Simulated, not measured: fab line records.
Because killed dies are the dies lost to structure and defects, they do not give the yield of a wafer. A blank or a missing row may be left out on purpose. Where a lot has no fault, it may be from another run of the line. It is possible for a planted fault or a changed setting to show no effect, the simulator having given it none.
Which tool did it?	flow sky130	10 lots with 30 wafers sampled at 2 steps, on a route of 708 steps

## WHAT EACH GAUGE READ, for each wafer
SKY_POLY_GATE_THK_MEAS_01.
lot	measured	on	POLY_GATE_CVD_00_THK (nm)
L904	day 14 12:36	film-metro-02	180.7 180.5 182.4
L907	day 15 07:49	film-metro-01	180.9 181.1 179.1
L908	day 15 19:16	film-metro-03	180.9 181.3 179.4
L910	day 16 19:36	film-metro-03	177.0 179.2 178.6
L913	day 17 10:53	film-metro-03	180.1 180.1 179.4
L915	day 18 06:59	film-metro-02	179.9 179.4 182.2
L916	day 18 18:44	film-metro-01	179.2 177.6 178.1
L920	day 20 03:23	film-metro-02	161.9 161.8 160.7
L921	day 20 08:54	film-metro-01	164.7 164.3 164.9
L926	day 22 19:19	film-metro-02	183.6 183.0 184.0

## TOOL THAT RAN EACH LOT (tool first, then ch and the chambers of the sampled wafers, then the start)
lot	SKY_POLY_GATE_CVD_00
L904	lpcvd-01 ch 0, day 14 11:24
L907	lpcvd-01 ch 0, day 15 06:37
L908	lpcvd-01 ch 1, day 15 18:04
L910	lpcvd-01 ch 0, day 16 18:24
L913	lpcvd-01 ch 1, day 17 09:41
L915	lpcvd-01 ch 0, day 18 05:47
L916	lpcvd-01 ch 0, day 18 16:55
L920	lpcvd-01 ch 0, day 20 01:35
L921	lpcvd-01 ch 0, day 20 07:05
L926	lpcvd-01 ch 1, day 22 18:05
- SKY_POLY_GATE_CVD_00: deposits poly-Si, target thk 180 nm, time 720 s.

## THE ANSWER, worked out from the rows above alone
Rule: the usual values come from the lots themselves. Put in order of their means at a reading, lots are off if they are a third of the lots or fewer, leave a main group of 4 or more, and stand apart from it by a gap of 3 or more times the standard deviation of the main group's means; of several such gaps the widest counts. Not used: any main group whose means are identical at the precision the tables above print for the reading. Also off: a lot with no number at a reading for which 4 or more lots have one. Any other lot the step has rows for is counted as sound.
Off: at SKY_POLY_GATE_THK_MEAS_01 (POLY_GATE_CVD_00_THK), L920, L921. The main group: mean 180.3 nm, standard deviation 1.6.
A tool fits if, at a process step before that reading, it ran every lot that is off, and no sound lot after the first of them. Gauges at SKY_POLY_GATE_THK_MEAS_01: tried the same way as those tools. Not one of the candidates tried fits.

## WHAT WAS PUT IN BY THE SIMULATOR
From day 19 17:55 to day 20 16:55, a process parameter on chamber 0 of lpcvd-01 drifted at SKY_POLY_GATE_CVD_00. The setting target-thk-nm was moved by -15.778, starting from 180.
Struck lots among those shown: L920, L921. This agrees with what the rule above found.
